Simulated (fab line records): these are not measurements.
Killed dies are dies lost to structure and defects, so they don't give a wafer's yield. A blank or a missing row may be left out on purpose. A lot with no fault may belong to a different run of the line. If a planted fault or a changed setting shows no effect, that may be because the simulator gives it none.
Which tool was responsible? + flow gf180mcu + 12 lots with 36 wafers sampled at 6 steps, on a route of 602 steps

WHAT THE GAUGES SHOWED, per wafer
GF_STI_THK_MEAS_04.
| lot  | measured    | on            | STI_CVD_03_THK (nm) |
|------|-------------|---------------|---------------------|
| L576 | day 1 18:50 | film_metro-01 | 204.2 203.8 206.6   |
| L578 | day 2 06:26 | film_metro-04 | 207.1 208.1 206.8   |
| L581 | day 2 21:53 | film_metro-04 | 204.0 206.0 207.1   |
| L583 | day 3 07:32 | film_metro-01 | 208.5 208.4 208.5   |
| L585 | day 3 15:55 | film_metro-04 | 208.6 209.5 209.0   |
| L586 | day 3 21:34 | film_metro-03 | 207.5 206.5 209.9   |
| L587 | day 4 04:35 | film_metro-01 | 209.5 208.6 210.3   |
| L589 | day 4 12:31 | film_metro-01 | 205.9 207.5 208.3   |
| L593 | day 5 07:42 | film_metro-01 | 231.0 231.6 228.7   |
| L594 | day 5 14:54 | film_metro-04 | 207.1 207.0 207.3   |
| L597 | day 6 05:17 | film_metro-04 | 225.9 220.8 215.9   |
| L598 | day 6 08:34 | film_metro-04 | 206.2 205.5 208.0   |

GF_SAB_OVL_MEAS_10.
| lot  | measured     | on         | SAB_OVL (nm)   |
|------|--------------|------------|----------------|
| L576 | day 14 17:49 | overlay-01 | -0.2 0.1 0.3   |
| L578 | day 15 19:12 | overlay-01 | 1.7 1.2 1.4    |
| L581 | day 16 20:04 | overlay-02 | -1.0 -1.7 -1.6 |
| L583 | day 17 17:17 | overlay-02 | 0.7 0.6 0.2    |
| L585 | day 17 23:13 | overlay-02 | -2.9 -1.5 -2.5 |
| L586 | day 18 05:58 | overlay-02 | -2.9 -2.1 -2.7 |
| L587 | day 18 18:50 | overlay-01 | 0.1 0.5 0.0    |
| L589 | day 19 15:49 | overlay-02 | -2.8 -3.5 -2.6 |
| L593 | day 20 23:43 | overlay-02 | 0.4 -0.6 -0.1  |
| L594 | day 21 11:20 | overlay-02 | 1.1 0.6 0.0    |
| L597 | day 22 06:11 | overlay-02 | 0.4 -1.4 -0.5  |
| L598 | day 22 20:07 | overlay-01 | -0.9 -0.6 -1.0 |

GF_V3_BOW_MEAS_05.
| lot  | measured     | on            | V3_BOW (um) |
|------|--------------|---------------|-------------|
| L576 | day 20 22:23 | film_metro-04 | 90 101 103  |
| L578 | day 22 04:08 | film_metro-01 | 121 121 133 |
| L581 | day 23 05:11 | film_metro-04 | 123 108 112 |
| L583 | day 24 02:31 | film_metro-04 | 113 122 128 |
| L585 | day 24 06:45 | film_metro-01 | 124 102 116 |
| L586 | day 24 13:41 | film_metro-01 | 117 111 105 |
| L587 | day 25 01:23 | film_metro-01 | 110 91 104  |
| L589 | day 25 20:30 | film_metro-01 | 118 117 116 |
| L593 | day 27 03:43 | film_metro-01 | 113 112 120 |
| L594 | day 27 10:43 | film_metro-04 | 110 116 119 |
| L597 | day 28 07:12 | film_metro-01 | 130 107 137 |
| L598 | day 28 16:07 | film_metro-03 | 113 122 120 |

EACH LOT AND THE TOOL THAT RAN IT (in order: tool; ch and the chambers of the sampled wafers; start)
| lot  | GF_STI_CVD_03              | GF_STI_ETCH_13                    | GF_M3_SPUTTER_00             |
|------|----------------------------|-----------------------------------|------------------------------|
| L576 | lpcvd-02 ch 0, day 1 16:51 | rie_diel-01 ch 0,2,3, day 2 06:45 | pvd_sputter-01, day 19 20:47 |
| L578 | lpcvd-02 ch 0, day 2 04:26 | rie_diel-02 ch 0,1,2, day 2 18:28 | pvd_sputter-04, day 21 01:59 |
| L581 | lpcvd-01 ch 0, day 2 19:53 | rie_diel-01 ch 0,2, day 3 09:40   | pvd_sputter-01, day 22 03:14 |
| L583 | lpcvd-01 ch 0, day 3 05:33 | rie_diel-04 ch 0,1,2, day 3 20:13 | pvd_sputter-03, day 23 02:15 |
| L585 | lpcvd-01 ch 1, day 3 13:55 | rie_diel-04 ch 0,1,3, day 4 05:04 | pvd_sputter-04, day 23 06:26 |
| L586 | lpcvd-02 ch 0, day 3 18:34 | rie_diel-01 ch 0,1, day 4 11:09   | pvd_sputter-03, day 23 13:48 |
| L587 | lpcvd-02 ch 0, day 4 02:36 | rie_diel-01 ch 0,3, day 4 18:24   | pvd_sputter-01, day 24 00:55 |
| L589 | lpcvd-02 ch 1, day 4 10:31 | rie_diel-02 ch 2,3, day 5 01:55   | pvd_sputter-01, day 24 21:06 |
| L593 | lpcvd-02 ch 1, day 5 05:42 | rie_diel-04 ch 0,1,2, day 5 23:07 | pvd_sputter-01, day 26 05:08 |
| L594 | lpcvd-01 ch 0, day 5 11:55 | rie_diel-01 ch 0,2,3, day 6 05:22 | pvd_sputter-04, day 26 12:43 |
| L597 | lpcvd-02 ch 1, day 6 02:18 | rie_diel-01 ch 0,1,3, day 6 21:10 | pvd_sputter-03, day 27 08:33 |
| L598 | lpcvd-01 ch 1, day 6 06:34 | rie_diel-04 ch 1,2, day 7 00:04   | pvd_sputter-01, day 27 19:43 |
- GF_STI_CVD_03: deposits Si3N4 from DCS/NH3, target thk 207.16 nm, time 3551 s.
- GF_STI_ETCH_13: etches the open film in CHF3/O2, stops on Si, target depth 282.31 nm, time 112.9 s.
- GF_M3_SPUTTER_00: material Ti, target thk 37.5 nm, time 150 s.

WHAT THE TOOLS THEMSELVES READ (means of the sampled wafers that have a number; where no wafer has one, the mark that the record gives instead)
GF_STI_CVD_03.
| lot  | tool     | spike_tc_bottom_C (C) | spike_tc_centre_C (C) | spike_tc_lower_C (C) | zone_power_centre_pct (%) | zone_power_lower_pct (%) | zone_power_top_pct (%) | zone_power_upper_pct (%) |
|------|----------|-----------------------|-----------------------|----------------------|---------------------------|--------------------------|------------------------|--------------------------|
| L576 | lpcvd-02 | 792.9                 | 771.4                 | 770.8                | 12.85                     | 13.0                     | 26.6                   | 13.2                     |
| L578 | lpcvd-02 | 792.6                 | 771.0                 | 770.2                | 12.98                     | 12.8                     | 26.6                   | 13.2                     |
| L581 | lpcvd-01 | 787.0                 | 770.7                 | 770.7                | 13.19                     | 14.1                     | 24.5                   | 12.8                     |
| L583 | lpcvd-01 | 787.0                 | 771.0                 | 770.0                | 13.14                     | 14.1                     | 24.6                   | 12.7                     |
| L585 | lpcvd-01 | 790.8                 | 769.3                 | 769.1                | 13.53                     | 13.8                     | 22.1                   | 12.9                     |
| L586 | lpcvd-02 | 792.1                 | 770.6                 | 770.1                | 13.14                     | 12.8                     | 26.6                   | 13.0                     |
| L587 | lpcvd-02 | 792.9                 | 770.7                 | 771.2                | 12.91                     | 12.8                     | 26.5                   | 13.3                     |
| L589 | lpcvd-02 | 788.1                 | 769.1                 | 769.6                | 13.26                     | 14.2                     | 22.4                   | 13.8                     |
| L593 | lpcvd-02 | 788.7                 | 782.4                 | 768.0                | 16.68                     | 12.2                     | 22.8                   | 12.0                     |
| L594 | lpcvd-01 | 786.1                 | 771.4                 | 771.2                | 13.15                     | 14.1                     | 24.4                   | 12.7                     |
| L597 | lpcvd-02 | 788.9                 | 783.4                 | 769.1                | 16.86                     | 12.1                     | 22.7                   | 11.9                     |
| L598 | lpcvd-01 | 791.1                 | 770.0                 | 768.8                | 13.53                     | 13.8                     | 22.0                   | 12.9                     |

GF_STI_ETCH_13.
| lot  | tool        | drypump_motor_current_A (A) | oes_product_au (a.u.) | throttle_valve_pct (%) |
|------|-------------|-----------------------------|-----------------------|------------------------|
| L576 | rie_diel-01 | 5.6                         | 0.829                 | 8.808                  |
| L578 | rie_diel-02 | 5.7                         | 0.833                 | 8.810                  |
| L581 | rie_diel-01 | 5.6                         | 0.829                 | 8.802                  |
| L583 | rie_diel-04 | 5.5                         | 0.834                 | 8.815                  |
| L585 | rie_diel-04 | 5.6                         | 0.835                 | 8.814                  |
| L586 | rie_diel-01 | 5.3                         | 0.836                 | 8.811                  |
| L587 | rie_diel-01 | 5.2                         | 0.840                 | 8.817                  |
| L589 | rie_diel-02 | 5.5                         | 0.828                 | 8.812                  |
| L593 | rie_diel-04 | 5.6                         | 0.886                 | 8.813                  |
| L594 | rie_diel-01 | 5.6                         | 0.826                 | 8.806                  |
| L597 | rie_diel-01 | 5.2                         | 0.861                 | 8.810                  |
| L598 | rie_diel-04 | 5.2                         | 0.833                 | 8.815                  |

GF_M3_SPUTTER_00.
| lot  | tool           | throttle_valve_pct (%) |
|------|----------------|------------------------|
| L576 | pvd_sputter-01 | 30.4                   |
| L578 | pvd_sputter-04 | 30.4                   |
| L581 | pvd_sputter-01 | 30.3                   |
| L583 | pvd_sputter-03 | 30.8                   |
| L585 | pvd_sputter-04 | 30.5                   |
| L586 | pvd_sputter-03 | 31.3                   |
| L587 | pvd_sputter-01 | 30.3                   |
| L589 | pvd_sputter-01 | 31.1                   |
| L593 | pvd_sputter-01 | 31.0                   |
| L594 | pvd_sputter-04 | 29.2                   |
| L597 | pvd_sputter-03 | 30.6                   |
| L598 | pvd_sputter-01 | 31.0                   |

THE ANSWER, worked out from the rows above alone
Rule: the lots themselves supply what counts as usual. Put in order of their means at a reading, lots are off if they are a third of the lots or fewer, leave a main group of 4 or more, and stand apart from it by a gap of 3 or more times the standard deviation of the main group's means; of several such gaps the widest counts. The tables above print the reading to a certain number of digits; a main group whose means all agree to those digits is not used. A lot without any number at a reading at which 4 lots or more have one is off too. Any other lot the step has rows for is counted as sound. First the gauges in route order, then the tools' own readings, where a lot's mean is used as printed above. The first step at which some lot is off is used, and at that step the reading that is off furthest; a lot without a number counts as furthest.
Off: at GF_STI_THK_MEAS_04 (STI_CVD_03_THK), L593, L597. Main group: mean 207.4 nm, sd 1.4.
If a tool, at a process step before that reading, ran all the lots that are off and no sound lot after the first of them, it fits. Not tried: the gauges at GF_STI_THK_MEAS_04; whatever is off there is also off at GF_STI_CVD_03, on other tools, and gauge error can't account for it. One candidate fits, namely lpcvd-02 at GF_STI_CVD_03. A fault onset in the window from L589 (day 4 10:31, its last sound lot) to L593 (day 5 05:42, its first lot off) fits.
The tool's own readings at GF_STI_CVD_03 bear it out: on the lots that are off they differ by more than 5 times the standard deviation of the sound lots' means. spike_tc_centre_C reads 782.9 C there against 770.5 C on the sound lots; zone_power_centre_pct reads 16.77 % there against 13.17 % on the sound lots.

WHAT THE SIMULATOR HAD PUT IN
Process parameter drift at GF_STI_CVD_03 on lpcvd-02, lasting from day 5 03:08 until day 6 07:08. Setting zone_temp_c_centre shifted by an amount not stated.
Lots struck among those shown: L593, L597. Same finding as the rule above.
